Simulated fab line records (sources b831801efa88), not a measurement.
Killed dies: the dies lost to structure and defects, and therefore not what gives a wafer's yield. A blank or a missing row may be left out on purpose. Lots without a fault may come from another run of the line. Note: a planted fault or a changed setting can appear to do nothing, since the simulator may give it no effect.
fab line records	flow sky130
record: lots: 6	wafers: 18	last_day: 51
route steps=708 shown POLY_GATE@233 LDD_N@237 PAD_OPEN@708
lots untouched by any fault: they come from a run of this same line in which no faults occurred
start_h: hours from the record's first day to the start of the lot's first wafer shown	wait_h: hours since the lot's step before	" unchanged from the row above	L1.1+2: a single row standing in for several wafers	- either no value or no given start	* or withheld: withheld	< > ~ a bound
route shown NAME@n: names a module that has steps shown in the file, with the first one's number in the route	usual: mean and standard deviation over wafers with no fault	same: alike in all rows	chamber/n: place in a boat	sites: the reading at each site	_std_site: standard deviation across them	_edge_site: inner sites' mean taken away from outer sites' mean	radius_mm: how far each site lies from the wafer's centre	mask NAME#n: copy n	behind: the tool/chamber that last shaped the wafer	hold: the reason the lot was held/the length of the hold in hours/how it ended	device: the n, p or np transistor that did not switch	end of line: the route-end tests of the same wafers	a step without rows: its recipe alone	killed: at the first sort, the dies lost to defects and structure; wafer yield is something else	map: per-die view of a wafer (x killed, . not killed, _ where there is no die)
set.NAME: the setting the step ran with; set.NAME@STEP: the setting that earlier step ran with	model.NAME: the simulator's own value behind a step, which no gauge read
lots at some steps of the route; a table a step, a row a wafer
services: a tool's chamber out of use, with start hour (start_h, from the record's first day; less than 0 if before it), hours out, and reason
== steps ==
step: SKY_POLY_GATE_CLEAN_19
recipe: chemistry: SC1/SC2	mix: 1:4:20	temp_c: 70	time_s: 150	dry: n2_spin
step: SKY_POLY_GATE_OXIDATION_20
recipe: temp_c: 850	ambient: O2	stabilise_s: 600	purge_s: 300	target_thk_a: 40	ox_time_s: 899
step: SKY_POLY_GATE_THK_MEAS_21
recipe: reads: SiO2_of_POLY_GATE_OXIDATION_20
usual: POLY_GATE_OXIDATION_THK: 3.99/0.077
lot.wafer	tool	chamber	start_h	wait_h	POLY_GATE_OXIDATION_THK[nm]
L926.1	film_metro-04	-	424.42	0.0	3.89
L926.3	"	-	"	"	3.97
L926.5	"	-	"	"	3.95
L927.2	film_metro-02	-	432.14	0.0	3.96
L927.4	"	-	"	"	4.04
L927.5	"	-	"	"	4.03
L932.1	film_metro-04	-	473.28	0.0	3.86
L932.4	"	-	"	"	3.94
L932.6	"	-	"	"	3.97
L934.3	film_metro-04	-	493.54	0.0	4.02
L934.5	"	-	"	"	4.06
L934.6	"	-	"	"	4.08
L939.1	film_metro-01	-	538.86	0.0	3.84
L939.2	"	-	"	"	4.00
L939.4	"	-	"	"	3.94
L945.1	film_metro-02	-	575.52	0.0	4.11
L945.2	"	-	"	"	4.14
L945.5	"	-	"	"	4.09
step: SKY_POLY_GATE_CD_MEAS_22
usual: cd_nm: 149.5/2.6
lot.wafer	tool	chamber	start_h	wait_h	cd_nm
L926.1	cd_sem-02	-	424.48	0.1	146.5
L926.3	"	-	"	"	145.4
L926.5	"	-	"	"	145.7
L927.2	cd_sem-01	-	432.24	0.1	145.9
L927.4	"	-	"	"	151.7
L927.5	"	-	"	"	146.3
L932.1	cd_sem-01	-	473.41	0.1	145.1
L932.4	"	-	"	"	151.1
L932.6	"	-	"	"	148.3
L934.3	cd_sem-01	-	493.64	0.1	146.9
L934.5	"	-	"	"	149.1
L934.6	"	-	"	"	149.1
L939.1	cd_sem-02	-	538.92	0.1	145.3
L939.2	"	-	"	"	145.2
L939.4	"	-	"	"	148.0
L945.1	cd_sem-01	-	575.58	0.1	147.7
L945.2	"	-	"	"	148.2
L945.5	"	-	"	"	145.2
step: SKY_LDD_N_DEHYDRATE_00
recipe: temp_c: 200	time_s: 60
step: SKY_LDD_N_HMDS_01
recipe: prime_time_s: 60	prime_temp_c: 120
step: SKY_LDD_N_COAT_02
recipe: resist: NOVOLAK	spin_rpm: 3000	resist_thk_nm: 300
step: SKY_LDD_N_SOFTBAKE_03
recipe: temp_c: 90	time_s: 60	resist: NOVOLAK
step: SKY_LDD_N_EXPOSE_04
recipe: mask_id: NTM	target_cd_nm: 840	na: 0.6	source_shape: conventional	sigma_outer: 0.6	dose_mj: 110
step: SKY_LDD_N_PEB_05
recipe: temp_c: withheld	time_s: *	resist: NOVOLAK
step: SKY_LDD_N_DEVELOP_06
recipe: develop_time_s: 60	dev_temp_c: 23
step: SKY_LDD_N_OVL_MEAS_07
usual: LDD_N_OVL: 0.1/1.1
lot.wafer	tool	chamber	start_h	wait_h	LDD_N_OVL[nm]
L926.1	overlay-01	-	455.24	0.1	-3.2
L926.3	"	-	"	"	-0.5
L926.5	"	-	"	"	-0.7
L927.2	overlay-01	-	462.70	0.1	-0.2
L927.4	"	-	"	"	1.6
L927.5	"	-	"	"	2.1
L932.1	overlay-02	-	504.69	0.1	-0.2
L932.4	"	-	"	"	1.5
L932.6	"	-	"	"	1.8
L934.3	overlay-01	-	524.68	0.1	2.1
L934.5	"	-	"	"	1.2
L934.6	"	-	"	"	0.9
L939.1	overlay-01	-	569.19	0.1	-2.1
L939.2	"	-	"	"	-1.9
L939.4	"	-	"	"	-1.2
L945.1	overlay-01	-	605.31	0.1	-0.1
L945.2	"	-	"	"	-1.0
L945.5	"	-	"	"	-0.5
step: SKY_LDD_N_IMPLANT_08
recipe: species: As	energy_kev: 20	dose_cm2: 7.5e+13	tilt_deg: withheld	rotation_deg: 23
usual: beam_on_s: 9.97/0.2	end_station_pressure_torr: 5.3e-06/3.2e-07	faraday_current_uA: 423/8.4
lot.wafer	tool	chamber	start_h	wait_h	beam_on_s	end_station_pressure_torr	faraday_current_uA
L926.1	implanter-03	0	455.28	0.0	10.07	5e-06	420
L926.3	"	0	"	"	10.34	5.3e-06	408
L926.5	"	0	"	"	9.93	5.6e-06	426
L927.2	implanter-04	0	462.75	0.0	10.03	5.7e-06	420
L927.4	"	0	"	"	10.10	5.6e-06	417
L927.5	"	0	"	"	9.96	5.2e-06	423
L932.1	implanter-04	0	504.73	0.0	12.43	0.0001024	343
L932.4	"	0	"	"	11.72	9.32e-05	364
L932.6	"	0	"	"	11.89	0.0001031	360
L934.3	implanter-04	0	524.75	0.1	12.12	9.12e-05	352
L934.5	"	0	"	"	11.87	0.0001092	360
L934.6	"	0	"	"	12.27	0.0001023	349
L939.1	implanter-01	0	569.23	0.0	9.91	5.3e-06	426
L939.2	"	0	"	"	9.96	5.2e-06	424
L939.4	"	0	"	"	10.30	5.5e-06	409
L945.1	implanter-01	0	605.35	0.0	9.82	5.8e-06	428
L945.2	"	0	"	"	9.70	5.8e-06	433
L945.5	"	0	"	"	10.08	5.7e-06	420
step: SKY_LDD_N_IMPLANT_09
recipe: species: As	energy_kev: 20	dose_cm2: 7.5e+13	tilt_deg: withheld	rotation_deg: 113
step: SKY_LDD_N_IMPLANT_10
recipe: species: As	energy_kev: 20	dose_cm2: 7.5e+13	tilt_deg: withheld	rotation_deg: 203
step: SKY_LDD_N_IMPLANT_11
recipe: species: As	energy_kev: 20	dose_cm2: 7.5e+13	tilt_deg: withheld	rotation_deg: 293
step: SKY_LDD_N_IMPLANT_12
recipe: species: BF2	energy_kev: 50	dose_cm2: 5e+12	tilt_deg: 30	rotation_deg: 0
step: SKY_LDD_N_IMPLANT_13
recipe: species: BF2	energy_kev: 50	dose_cm2: 5e+12	tilt_deg: 30	rotation_deg: 90
step: SKY_LDD_N_IMPLANT_14
recipe: species: BF2	energy_kev: 50	dose_cm2: 5e+12	tilt_deg: 30	rotation_deg: 180
step: SKY_LDD_N_IMPLANT_15
recipe: species: BF2	energy_kev: 50	dose_cm2: 5e+12	tilt_deg: 30	rotation_deg: 270
step: SKY_LDD_N_STRIP_16
recipe: chemistry: O2/N2	power_w: 1400	pressure_mtorr: 1500	platen_temp_c: withheld	o2_flow_sccm: 3000	n2_flow_sccm: 300	overash_fraction: 0.5
usual: drypump_motor_current_A: 5.7/0.47	o2_flow_sccm: 2999/9.9	oes_product_au: 0.407/0.0042	strip_time_to_endpoint_s: 4.310/0.013
lot.wafer	tool	chamber	start_h	wait_h	drypump_motor_current_A	o2_flow_sccm	oes_product_au	rf_hours_counter_h	strip_time_to_endpoint_s
L926.1	plasma_asher-04	1	456.48	0.1	6.1	2994	0.404	74	4.311
L926.3	"	1	"	"	6.1	3001	0.411	-	4.307
L926.5	"	0	"	"	6.4	3001	0.409	-	4.304
L927.2	plasma_asher-03	0	463.93	0.1	5.4	2997	0.408	3	4.295
L927.4	"	0	"	"	5.3	3002	0.406	-	4.299
L927.5	"	1	"	"	6.1	2999	0.410	-	4.310
L932.1	plasma_asher-03	1	505.93	0.1	6.1	2986	0.407	7	4.345
L932.4	"	0	"	"	5.4	2983	0.409	-	4.370
L932.6	"	0	"	"	5.4	2997	0.400	-	4.353
L934.3	plasma_asher-01	0	525.93	0.1	5.0	2989	0.401	-	4.380
L934.5	"	1	"	"	5.8	3002	0.402	-	4.372
L934.6	"	0	"	"	5.0	3003	0.408	-	4.371
L939.1	plasma_asher-04	0	570.43	0.1	6.4	3010	0.402	86	4.303
L939.2	"	1	"	"	6.1	3000	0.408	86	4.320
L939.4	"	1	"	"	6.1	2995	0.406	-	4.308
L945.1	plasma_asher-03	1	606.55	0.1	6.1	3007	0.407	16	4.306
L945.2	"	0	"	"	5.4	3008	0.406	16	4.314
L945.5	"	0	"	"	5.4	3007	0.406	-	4.307
step: SKY_LDD_N_TW_MEAS_17
usual: LDD_N_TW: 2575/17
lot.wafer	tool	chamber	start_h	wait_h	LDD_N_TW
L926.1	film_metro-03	-	456.58	0.1	2600
L926.3	"	-	"	"	2593
L926.5	"	-	"	"	2601
L927.2	film_metro-03	-	464.04	0.1	2583
L927.4	"	-	"	"	2594
L927.5	"	-	"	"	2591
L932.1	film_metro-04	-	506.03	0.1	2595
L932.4	"	-	"	"	2609
L932.6	"	-	"	"	2602
L934.3	film_metro-04	-	526.02	0.1	2606
L934.5	"	-	"	"	2599
L934.6	"	-	"	"	2597
L939.1	film_metro-01	-	570.53	0.1	2562
L939.2	"	-	"	"	2555
L939.4	"	-	"	"	2555
L945.1	film_metro-03	-	606.65	0.1	2594
L945.2	"	-	"	"	2583
L945.5	"	-	"	"	2592
step: SKY_PAD_OPEN_PROBE_99
usual: killed_at_M0_to_M3: 44/7.2	killed_at_M4_up: 2.9/1.8	killed_at_contacts: 24/5.2	killed_at_front_end: 15/4	killed_at_other: 0.2/0.49	killed_dies: 85/9.1	killed_open: 47/6.8	killed_short: 38/5.7
same: gross_dies: 492	killed_at_back_side: 0
lot.wafer	tool	chamber	start_h	wait_h	killed_at_M0_to_M3	killed_at_M4_up	killed_at_contacts	killed_at_front_end	killed_at_other	killed_dies	killed_open	killed_short	model.etest.tip_n.rs_ohm_sq
L926.1	prober-02	-	1125.39	0.1	49	3	24	12	0	88	56	32	437.1
L926.3	prober-02	-	1125.49	0.2	51	2	17	16	0	86	47	39	441.6
L926.5	prober-02	-	1125.59	0.2	52	3	30	11	1	97	53	44	441.2
L927.2	prober-01	-	1128.98	0.1	46	1	26	8	1	82	40	42	449.2
L927.4	prober-01	-	1129.08	0.2	40	3	26	7	0	76	32	44	446.9
L927.5	prober-01	-	1129.13	0.2	41	3	33	12	1	90	56	34	450.1
L932.1	prober-02	-	1156.84	0.1	42	0	16	12	0	70	42	28	429.2
L932.4	prober-02	-	1156.99	0.2	33	5	26	16	0	80	42	38	434.1
L932.6	prober-02	-	1157.09	0.2	44	3	17	10	0	74	42	32	436.5
L934.3	prober-02	-	1167.12	0.2	63	3	23	20	0	109	58	51	426.2
L934.5	prober-02	-	1167.22	0.2	50	1	31	17	0	99	60	39	428.3
L934.6	prober-02	-	1167.27	0.2	50	4	26	13	1	94	59	35	431.5
L939.1	prober-01	-	1195.17	0.1	43	7	29	8	1	88	42	46	438.8
L939.2	prober-01	-	1195.22	0.1	34	2	15	21	0	72	45	27	439.1
L939.4	prober-01	-	1195.32	0.2	42	3	13	13	0	71	40	31	434.9
L945.1	prober-01	-	1213.78	0.1	47	6	22	10	1	86	46	40	443.5
L945.2	prober-01	-	1213.83	0.1	50	4	30	13	0	97	48	49	441.9
L945.5	prober-01	-	1213.98	0.2	52	7	24	12	0	95	59	36	444.6
killed by level:class
L926.1 VIA1:geometric_particle:open=13 CONTACT:geometric_particle:open=11 LI_CONTACT:geometric_particle:open=6 VIA1:geometric_particle:short=6 VIA3:geometric_particle:open=6 POLY_GATE:geometric_particle:short=5 VIA2:geometric_particle:open=5 POLY_GATE:geometric_particle:open=4
L926.3 VIA1:geometric_particle:open=17 METAL1:geometric_particle:short=7 VIA2:geometric_particle:open=7 CONTACT:geometric_particle:short=6 FIELD_ISO:geometric_particle:open=5 VIA1:geometric_particle:short=5 FIELD_ISO:geometric_particle:short=4 VIA3:geometric_particle:open=4
L926.5 VIA1:geometric_particle:open=15 LI_CONTACT:geometric_particle:open=9 METAL1:geometric_particle:short=9 LI_CONTACT:geometric_particle:short=6 CONTACT:geometric_particle:short=6 VIA2:geometric_particle:open=6 VIA1:geometric_particle:short=5 CONTACT:geometric_particle:open=5
L927.2 VIA1:geometric_particle:open=10 VIA3:geometric_particle:open=9 CONTACT:geometric_particle:short=7 LI_CONTACT:geometric_particle:open=6 LI_CONTACT:geometric_particle:short=5 METAL2:geometric_particle:short=5 METAL1:geometric_particle:short=5 VIA2:geometric_particle:open=5
L927.4 CONTACT:geometric_particle:open=11 VIA1:geometric_particle:open=7 VIA2:geometric_particle:short=7 VIA1:geometric_particle:short=6 LI_CONTACT:geometric_particle:open=5 CONTACT:geometric_particle:short=5 METAL1:geometric_particle:short=5 LOCAL_INTERCONNECT:geometric_particle:short=4
L927.5 VIA1:geometric_particle:open=14 LI_CONTACT:geometric_particle:open=11 VIA2:geometric_particle:open=9 CONTACT:geometric_particle:open=7 LI_CONTACT:geometric_particle:short=5 CONTACT:geometric_particle:short=5 VIA1:geometric_particle:short=5 FIELD_ISO:geometric_particle:open=4
L932.1 VIA1:geometric_particle:open=15 CONTACT:geometric_particle:open=9 METAL1:geometric_particle:short=6 VIA1:geometric_particle:short=6 POLY_GATE:geometric_particle:short=5 METAL2:geometric_particle:short=5 VIA3:geometric_particle:open=5 FIELD_ISO:geometric_particle:open=3
L932.4 LI_CONTACT:geometric_particle:open=11 VIA3:geometric_particle:open=7 VIA1:geometric_particle:open=6 CONTACT:geometric_particle:open=5 METAL1:geometric_particle:short=5 METAL4:geometric_particle:short=4 LI_CONTACT:geometric_particle:short=4 VIA1:geometric_particle:short=4
L932.6 CONTACT:geometric_particle:open=8 VIA1:geometric_particle:open=8 VIA1:geometric_particle:short=7 VIA2:geometric_particle:open=5 LI_CONTACT:geometric_particle:open=4 METAL1:geometric_particle:short=4 METAL2:geometric_particle:short=4 VIA3:geometric_particle:open=4
L934.3 VIA1:geometric_particle:open=18 VIA2:geometric_particle:open=12 CONTACT:geometric_particle:short=9 VIA1:geometric_particle:short=8 METAL2:geometric_particle:short=8 LI_CONTACT:geometric_particle:open=6 FIELD_ISO:geometric_particle:open=6 METAL1:geometric_particle:short=6
L934.5 VIA1:geometric_particle:open=14 LI_CONTACT:geometric_particle:open=13 VIA1:geometric_particle:short=9 VIA3:geometric_particle:open=8 CONTACT:geometric_particle:open=7 POLY_GATE:geometric_particle:open=7 VIA2:geometric_particle:open=5 LI_CONTACT:geometric_particle:short=4
L934.6 VIA1:geometric_particle:open=17 CONTACT:geometric_particle:open=12 VIA3:geometric_particle:short=7 VIA3:geometric_particle:open=7 POLY_GATE:geometric_particle:open=6 LI_CONTACT:geometric_particle:open=6 VIA1:geometric_particle:short=6 CONTACT:geometric_particle:short=4
L939.1 CONTACT:geometric_particle:open=10 VIA1:geometric_particle:open=8 VIA3:geometric_particle:open=8 CONTACT:geometric_particle:short=7 LOCAL_INTERCONNECT:geometric_particle:short=6 METAL2:geometric_particle:short=5 METAL1:geometric_particle:short=5 VIA2:geometric_particle:open=5
L939.2 CONTACT:geometric_particle:open=10 VIA3:geometric_particle:open=8 POLY_GATE:geometric_particle:open=7 FIELD_ISO:geometric_particle:short=6 VIA1:geometric_particle:open=6 VIA2:geometric_particle:open=5 FIELD_ISO:geometric_particle:open=4 LOCAL_INTERCONNECT:geometric_particle:short=4
L939.4 VIA3:geometric_particle:open=11 VIA1:geometric_particle:open=9 FIELD_ISO:geometric_particle:short=7 VIA2:geometric_particle:open=7 METAL2:geometric_particle:short=7 CONTACT:geometric_particle:open=6 METAL1:geometric_particle:short=4 METAL4:geometric_particle:short=3
L945.1 CONTACT:geometric_particle:open=9 VIA1:geometric_particle:open=9 VIA3:geometric_particle:open=9 METAL2:geometric_particle:short=7 CONTACT:geometric_particle:short=6 VIA1:geometric_particle:short=4 POLY_GATE:geometric_particle:short=4 METAL1:geometric_particle:short=4
L945.2 CONTACT:geometric_particle:open=14 VIA2:geometric_particle:open=8 METAL2:geometric_particle:short=8 CONTACT:geometric_particle:short=7 METAL1:geometric_particle:short=6 VIA1:geometric_particle:open=6 FIELD_ISO:geometric_particle:open=5 VIA1:geometric_particle:short=5
L945.5 CONTACT:geometric_particle:open=12 VIA1:geometric_particle:open=9 VIA3:geometric_particle:open=8 METAL1:geometric_particle:short=7 VIA2:geometric_particle:open=6 METAL2:geometric_particle:short=6 LI_CONTACT:geometric_particle:open=5 METAL4:geometric_particle:short=4
== services ==
tool	chamber	start_h	hours	kind
plasma_asher-01	-	458.12	3.1	repair
implanter-03	-	467.29	1.8	repair
implanter-01	-	477.29	2.0	repair
implanter-03	-	488.92	2.0	repair
implanter-03	-	490.89	3.2	pm
plasma_asher-03	-	508.31	19.8	pm
implanter-04	-	547.16	4.1	repair
implanter-03	-	557.21	2.6	repair
implanter-03	-	559.55	3.2	repair
plasma_asher-01	-	562.30	0.8	repair
== key ==
first_sign: step: SKY_LDD_N_IMPLANT_08	reading: end_station_pressure_torr	direction: up	sigmas: 99+	usual: 5.3e-06	struck: 0.0001002
effect: step: SKY_LDD_N_IMPLANT_08	reading: beam_on_s	direction: up	sigmas: 10	usual: 9.97	struck: 12.05
effect: step: SKY_LDD_N_STRIP_16	reading: strip_time_to_endpoint_s	direction: up	sigmas: 4.3	usual: *	struck: *
effect: step: SKY_LDD_N_TW_MEAS_17	reading: LDD_N_TW	direction: up	sigmas: 1.6	usual: 2575	struck: 2601
model_effect: step: SKY_PAD_OPEN_PROBE_99	value: etest.tip_n.rs_ohm_sq	without: 445.1	struck: 431
met_at SKY_LDD_N_IMPLANT_08
struck_wafers L932.1,L932.4,L932.6,L934.3,L934.5,L934.6
tester_left_out L932,L934
onset_between 462.75 504.73
fault: kind: process_parameter_drift	tool: implanter-04	chamber: -	onset_h: 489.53	steps: SKY_LDD_N_IMPLANT_08	channel: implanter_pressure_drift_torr	offset: 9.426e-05	shape: step	end_h: 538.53
fault: kind: process_parameter_drift	tool: implanter-04	chamber: -	onset_h: 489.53	steps: SKY_LDD_N_IMPLANT_08	channel: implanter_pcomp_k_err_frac	offset: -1	shape: step	end_h: 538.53
tester_left_out: of these lots the tester's yield and bins aren't shown, on N5 and GAA mostly nor the transistor test; their killed dies are dies lost to structure and defects alone, not to doping, threshold or leakage, so they don't give the yield
